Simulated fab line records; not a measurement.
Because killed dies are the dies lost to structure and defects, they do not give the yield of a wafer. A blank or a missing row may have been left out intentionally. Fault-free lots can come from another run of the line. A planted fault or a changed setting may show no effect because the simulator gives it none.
One fault seen from 2 desks	flow gf180mcu	each desk holds nothing but its own numbers, with what lay behind them at the end

FOR THE TOOL OWNER'S DESK: ilineStepper-01
The tool's own readings at GF_TOP_METAL_EXPOSE_11 (exposes mask MetalTop, target cd 440 nm): means of the sampled wafers that have a number, for each lot that ran on this tool. The brackets show how far a lot's mean lies from the usual mean; more than 4 standard deviations puts the lot out of limits, marked OUT.
Columns: A = reticleTempC at GF_TOP_METAL_EXPOSE_11, usual 22.98 C
lot	first seen here	A
L328	day 27 17:43	23.00
L329	day 28 05:17	22.97
L330	day 28 10:17	22.79
L331	day 28 21:36	23.02
L334	day 29 20:19	22.81
L335	day 30 00:45	23.01
L336	day 30 04:46	22.87
L340	day 31 06:27	22.98
This desk's finding: nothing out of limits on any of the 8 lots.

THE METROLOGY DESK
What the gauges read for every lot (on any tool): the sampled wafers with a number, averaged. The brackets show how far a lot's mean lies from the usual mean; more than 4 standard deviations puts the lot out of limits, marked OUT.
Columns: A = V2_CVD_00_THK at GF_V2_THK_MEAS_01, usual 600 nm; B = V3_CVD_00_THK at GF_V3_THK_MEAS_01, usual 603 nm; C = cdNm at GF_TOP_METAL_CD_MEAS_14, usual 439.4 nm
lot	first seen here	A	B	C
L328	day 19 06:23	604	602	438.2
L329	day 19 21:01	598	608	442.6
L330	day 20 03:41	601	602	444.6
L331	day 20 15:13	597	606	440.9
L334	day 21 19:57	607	607	438.1
L335	day 22 01:25	601	602	440.5
L336	day 22 06:45	605	594	426.3 (-6.0) OUT
L337	day 22 16:46	597	601	438.4
L340	day 23 15:30	600	604	425.2 (-6.4) OUT
L346	day 25 18:44	597	600	437.2
L348	day 26 08:21	599	612	442.6
L351	day 27 09:37	607	609	435.7
Finding of this desk: L336, L340 out of limits; the first was L336 at day 30 13:46, on cdNm at GF_TOP_METAL_CD_MEAS_14. Within limits: L328, L329, L330, L331, L334, L335, L337, L346, L348, L351.

PUT TOGETHER
An alarm was possible from the metrology desk at day 30 13:46, on L336, L340.
Nothing out of limits was seen by the tool owner's desk.
The tool owner's desk has L336, L340 on record, within its limits.
Every lot named ran GF_TOP_METAL_EXPOSE_11 on ilineStepper-01.

WHAT HAD BEEN PUT IN BY THE SIMULATOR
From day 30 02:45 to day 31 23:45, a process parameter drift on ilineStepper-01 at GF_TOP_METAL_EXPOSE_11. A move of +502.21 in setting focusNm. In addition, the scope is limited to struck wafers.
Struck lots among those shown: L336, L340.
Per desk, hours elapsed from the start of the fault to the first reading out of limits: for the metrology desk, 11.
